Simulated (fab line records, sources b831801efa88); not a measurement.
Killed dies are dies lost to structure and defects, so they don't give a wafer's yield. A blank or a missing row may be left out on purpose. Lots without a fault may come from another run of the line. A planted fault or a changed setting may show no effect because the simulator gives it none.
A struck lot beside a sound one | flow sky130 | 16 steps out of a route of 708
Sound: wafers L687.2, L687.4, L687.5. Struck: wafers L685.2, L685.6. (L685.3 of the same lot was not struck and is left out.) The cause comes at the end.
At each step with rows: each side's tool, then ch and its chambers, then its first start. Under that, the readings that differ: sound wafers | struck wafers | difference of the means | sigmas: that difference in standard deviations of wafers without a fault.
alike: readings whose means differ by less than 2 such deviations, and words and numbers that are the same on both sides. not compared: withheld readings, readings that some wafer has no value for, bounds like >300 that may hide the same value, and numbers for which the record gives no deviation and whose values overlap.
The two part at a step that has a row with sigmas, a row that says differs or no value, or rows on one side only. Numbers that don't overlap but have no deviation are shown without sigmas and don't part them. A reading that every wafer of one side lacks parts them only if that side has two wafers or more.

first, 7 steps without rows for these wafers: SKY_METAL4_HMDS_06 (prime time 60 s); SKY_METAL4_COAT_07 (resist thk 60 nm); SKY_METAL4_COAT_08 (resist thk 1140 nm); SKY_METAL4_SOFTBAKE_09 (time 90 s); SKY_METAL4_EXPOSE_10 (exposes mask MM4, target cd 300 nm); SKY_METAL4_PEB_11; SKY_METAL4_DEVELOP_12 (develop time 60 s).
SKY_METAL4_CD_MEAS_13: target cd 300 nm.
  sound on cd_sem-01, day 42 21:16; struck on cd_sem-01, day 42 06:06
  alike: cd_nm
SKY_METAL4_OVL_MEAS_14:
  sound on overlay-01, day 42 21:23; struck on overlay-01, day 42 06:12
  alike: METAL4_OVL
SKY_METAL4_DESCUM_15: chemistry O2, time 8 s.
  sound on rie_metal-04 ch 0,1, day 42 21:25; struck on rie_metal-01 ch 0,1, day 42 06:14
  alike: drypump_motor_current_A, he_backside_leak_sccm, oes_product_au
  not compared: rf_hours_counter_h
SKY_METAL4_ETCH_16: etches BARC in N2/H2, stops on SiO2, time 88.2 s, target depth 60 nm.
  sound on rie_metal-04 ch 0,1, day 42 21:26; struck on rie_metal-01 ch 0,1, day 42 06:16
  reading               | sound             | struck      | difference | sigmas
  oes_product_au (a.u.) | 0.623 0.625 0.622 | 0.630 0.637 | +0.010     | +2
  alike: drypump_motor_current_A, he_backside_leak_sccm, rf_fwd_power_W, throttle_valve_pct
  not compared: rf_hours_counter_h
SKY_METAL4_ETCH_17: etches SiO2 in C4F8/O2/Ar, stops on TiN, time 3.9 s, target depth 15 nm.
  sound on rie_diel-01 ch 1,2, day 42 21:32; struck on rie_diel-04 ch 0,3, day 42 06:22
  alike: oes_product_au, rf_fwd_power_W
  not compared: rf_hours_counter_h
SKY_METAL4_METAL_ETCH_18: etches the open film in Cl2/BCl3, stops on SiO2, target depth 845 nm, time 183.1 s.
  sound on rie_metal-01 ch 0,1, day 42 21:33; struck on rie_metal-04 ch 1, day 42 06:23
  reading                                       | sound             | struck      | difference | sigmas
  rf_fwd_power_W (W)                            | 899.9 899.4 899.1 | 750.7 756.7 | -145.8     | -52
  model.KrF-thick_of_METAL4_COAT_08.thk_nm (nm) | 519.7 519.1 535.9 | 586.6 590.3 | +63.6      |
  model.METAL4.cd_nm (nm)                       | 292.7 294.8 296.4 | 308.5 310.1 | +14.7      |
  model.SiO2_of_VIA3_HDPCVD_00.thk_nm (nm)      | 436.5 435.2 435.7 | 437.5 438.4 | +2.1       |
  alike: drypump_motor_current_A, he_backside_leak_sccm, mfc_cl2_sccm, oes_product_au, throttle_valve_pct
  not compared: rf_hours_counter_h
SKY_METAL4_STRIP_19: strips in O2/N2.
  sound on plasma_asher-01 ch 0,1, day 42 21:44; struck on plasma_asher-03 ch 0,1, day 42 06:34
  reading                      | sound             | struck      | difference | sigmas
  drypump_motor_current_A (A)  | 5.4 5.4 5.3       | 5.9 6.2     | +0.7       | +2
  oes_product_au (a.u.)        | 0.498 0.496 0.501 | 0.523 0.525 | +0.026     | +4
  strip_time_to_endpoint_s (s) | 6.47 6.46 6.63    | 7.15 7.17   | +0.64      | +7
  not compared: rf_hours_counter_h
then, 1 step without rows for these wafers: SKY_METAL4_STRIP_20 (strips in post etch residue remover, time 1200 s).
-- the record jumps here: 4 days lie between the struck wafers' starts before and after (it left off in module METAL4 and takes up again in module PAD_OPEN, whose first step shown is number 708 of the route) --
SKY_PAD_OPEN_PROBE_99:
  sound on prober-02, day 46 18:10; struck on prober-02, day 46 04:40
  reading                        | sound             | struck      | difference | sigmas
  defect_limited_yield (%)       | 83.9 78.0 78.9    | 84.3 84.8   | +4.3       | +2
  killed_at_M0_to_M3             | 45 54 59          | 39 34       | -16        | -2
  killed_dies                    | 79 108 104        | 77 75       | -21        | -2
  sort_n_pass                    | 413 384 388       | 415 417     | +21        | +2
  sort_yield_pct (%)             | 83.9 78.0 78.9    | 84.3 84.8   | +4.3       | +2
  model.etest.met4.width_nm (nm) | 292.6 296.1 294.4 | 306.7 309.6 | +13.8      |
  alike: killed_at_M4_up, killed_at_contacts, killed_at_front_end, killed_at_other, killed_open, killed_short, sort_bin_3_pad_short, sort_bin_5_function, sort_bin_6_memory

WHERE THEY PART
First at SKY_METAL4_ETCH_16; last, within this record, at SKY_PAD_OPEN_PROBE_99.

WHY: what the simulator had put in
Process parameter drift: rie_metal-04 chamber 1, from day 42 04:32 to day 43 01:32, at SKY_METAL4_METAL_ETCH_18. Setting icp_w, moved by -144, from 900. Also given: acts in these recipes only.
